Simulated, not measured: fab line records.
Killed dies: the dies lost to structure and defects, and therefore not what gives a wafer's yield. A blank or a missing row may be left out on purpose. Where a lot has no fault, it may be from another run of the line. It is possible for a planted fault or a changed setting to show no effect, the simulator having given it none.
8D (eight disciplines) problem report, filled in by code -- flow sfq_line -- the parts of the form that need people (team, actions taken, sign-off) are left out

1. PROBLEM STATEMENT
oes_product_au at SFQ_TRILAYER_M5_BARC_OPEN_METAL_ETCH_161 reads a mean of 0.666 a.u. on 1 wafer of 1 lot; wafers without a fault read 0.685 a.u. with a standard deviation of 0.0047. That puts it -4.0 standard deviations away from the usual mean.
The step: etches BARC in O2, target depth 125 nm, time 41.7 s.
The first sign was on wafer L538.1 at day 71 14:31, on rie_metal-03. At this step, 15 wafers from 5 lots have a number in the record. Rule for "out" (also "out of limits"): further than 4 standard deviations from the usual mean. The rest of the wafers with a number are treated as sound.

2. WHAT THIS IS AND IS NOT
question,is,is not
which readings at this step,oes_product_au,drypump_motor_current_A
which lots,L538,"L528, L544, L547, L548"
which wafers of those lots,L538.1,"L538.4, L538.6"
read on which tools,rie_metal-03,"rie_metal-02, rie_metal-04"
when,from day 71 14:31,"up to then (5 sound wafers); but 9 sound wafers of L544, L547, L548 came after"

3. THE SUSPECTS, EACH WITH WHAT RULES IT OUT
Counting: if a tool at a process step up to the reading ran every lot that is out, it stays a suspect. Sound lots after the first of them don't rule it out here, since some wafers of a struck lot are sound.
- rie_metal-03 at SFQ_TRILAYER_JJ_CE_BARC_OPEN_RIE_150 (chemistry O2, target BARC, target depth 240 nm, time 80 s): kept. It ran the lot that is out, L538 (day 68 17:47).
- rie_metal-03 at SFQ_TRILAYER_JJ_CE_ETCH_RIE_118 (chemistry SF6, target Nb, stops on Al2O3, time 97.7 s, target depth 170 nm): kept. It ran the lot that is out, L538 (day 68 17:53).
- rie_metal-04 at SFQ_TRILAYER_JJ_CE_STRIP_STRIP_120 (strips in O2): kept. It ran the lot that is out, L538 (day 68 18:29).
- rie_metal-03 at SFQ_TRILAYER_M5_BARC_OPEN_METAL_ETCH_161 (etches BARC in O2, target depth 125 nm, time 41.7 s): kept. L538, the lot that is out, went through it at day 71 14:31; up to then, the latest sound lot through it was L528 at day 66 10:59. Out on those wafers are its own readings of oes_product_au.
- At SFQ_TRILAYER_JJ_CE_STRIP_STRIP_120 on rie_metal-04, chamber 1 took the sound wafers of the same lots and chamber 0 took the wafers that are out.
Left after counting: rie_metal-03 at SFQ_TRILAYER_JJ_CE_BARC_OPEN_RIE_150, rie_metal-03 at SFQ_TRILAYER_JJ_CE_ETCH_RIE_118, rie_metal-04 at SFQ_TRILAYER_JJ_CE_STRIP_STRIP_120, rie_metal-03 at SFQ_TRILAYER_M5_BARC_OPEN_METAL_ETCH_161.

4. THE CAUSE (what the simulator had put in)
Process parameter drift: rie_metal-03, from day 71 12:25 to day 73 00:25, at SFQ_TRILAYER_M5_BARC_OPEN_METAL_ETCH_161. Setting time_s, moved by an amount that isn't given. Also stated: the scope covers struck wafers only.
Counting left 4 suspects, and this tool is among them.

5. THE EFFECT CHAIN, in route order
Each row: a reading where the mean over the struck wafers with a number is more than 3 standard deviations away from the usual. Scope: only readings with a usual standard deviation given in the record; hours: median across lots of the time from each lot's start at the first step in this table that gives one to its start at this step; sigmas: change in usual standard deviations.
hours,step,reading,usual,on struck wafers,change,sigmas
0,SFQ_TRILAYER_M5_BARC_OPEN_METAL_ETCH_161,oes_product_au,0.685 a.u.,0.666,-0.019,-4.0
Process steps it contains:
- SFQ_TRILAYER_M5_BARC_OPEN_METAL_ETCH_161: etches BARC in O2, target depth 125 nm, time 41.7 s.

6. HOW IT WOULD HAVE BEEN CAUGHT EARLIER
First out-of-limits reading in this record: day 71 14:31, which is 2 hours after fault onset at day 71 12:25.
